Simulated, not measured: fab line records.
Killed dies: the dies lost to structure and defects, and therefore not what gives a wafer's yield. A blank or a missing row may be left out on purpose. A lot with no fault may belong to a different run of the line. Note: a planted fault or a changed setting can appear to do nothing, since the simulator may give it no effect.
Chamber matching    flow gf180mcu    4 sister chambers for GF_POLY_GATE_ETCH_13 on rie-si-01
The step etches poly-Si in HBr/Cl2, stops on SiO2, target depth 198.5 nm, time 69.6 s. 16 wafers are shown with their chamber, then 8 later ones without.

WAFERS WITH THEIR CHAMBER
wafer   chamber  oes-product-au (a.u.)  mfc-cl2-sccm (sccm)  throttle-valve-pct (%)
L965.1  3        0.991                  49.93                33.679
L965.2  1        0.994                  50.17                33.688
L965.4  0        0.975                  50.08                33.698
L966.1  2        0.980                  50.12                33.691
L966.4  0        0.989                  50.15                33.686
L966.5  0        0.985                  50.09                33.680
L970.3  2        0.981                  49.99                33.676
L970.4  0        0.985                  49.82                33.689
L970.6  3        0.981                  49.73                33.689
L977.1  3        0.994                  49.71                33.688
L977.3  1        0.994                  49.88                33.687
L977.5  3        0.992                  49.97                33.674
L981.2  0        0.981                  50.03                33.684
L981.5  1        0.998                  49.96                33.663
L981.6  0        0.995                  49.93                33.685
L984.2  1        0.991                  49.80                33.691

SIGNATURES, as means of the wafers listed above
reading             chamber 0  chamber 1  chamber 2  chamber 3  scatter within a chamber
oes-product-au      0.98500    0.99425    0.98050    0.98950    0.00546
mfc-cl2-sccm        50.0167    49.9525    50.0550    49.8350    0.133
throttle-valve-pct  33.68700   33.68225   33.68350   33.68250   0.00895
Rule: a wafer's distance from a chamber is the root of the sum, over the readings, of the square of ((its reading less the chamber's mean) divided by the reading's scatter). If the next closest chamber is less than 2 further off than the closest, the wafer can't be placed; otherwise it belongs to the closest. How the scatter is found: for the shown wafers, subtract from each reading the mean of its chamber, square and add these, divide the total by (wafers less chambers), then take the root.

WAFERS WHOSE CHAMBER IS MISSING
wafer   oes-product-au (a.u.)  mfc-cl2-sccm (sccm)  throttle-valve-pct (%)
L984.3  0.979                  49.97                33.685
L984.4  0.992                  49.85                33.674
L985.1  0.992                  49.82                33.685
L985.2  0.982                  49.93                33.697
L985.5  1.005                  49.77                33.685
L986.4  0.978                  49.77                33.681
L986.5  0.982                  50.40                33.686
L986.6  0.986                  49.89                33.686

WHICH CHAMBER EACH WENT THROUGH
wafer   from the rows above                in truth
L984.3  can't be placed: 2 or 0 or 3       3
L984.4  can't be placed: 3 or 1 or 0 or 2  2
L985.1  can't be placed: 3 or 1 or 0       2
L985.2  can't be placed: 0 or 2 or 3 or 1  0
L985.5  can't be placed: 1 or 3 or 0       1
L986.4  can't be placed: 3 or 2 or 0 or 1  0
L986.5  can't be placed: 2 or 0 or 1 or 3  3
L986.6  can't be placed: 3 or 0 or 2 or 1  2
Correct placement for 0 of the 8. Can't be placed from these rows: 8 (the true chamber is among the candidates in 7). Wrongly placed: 0.
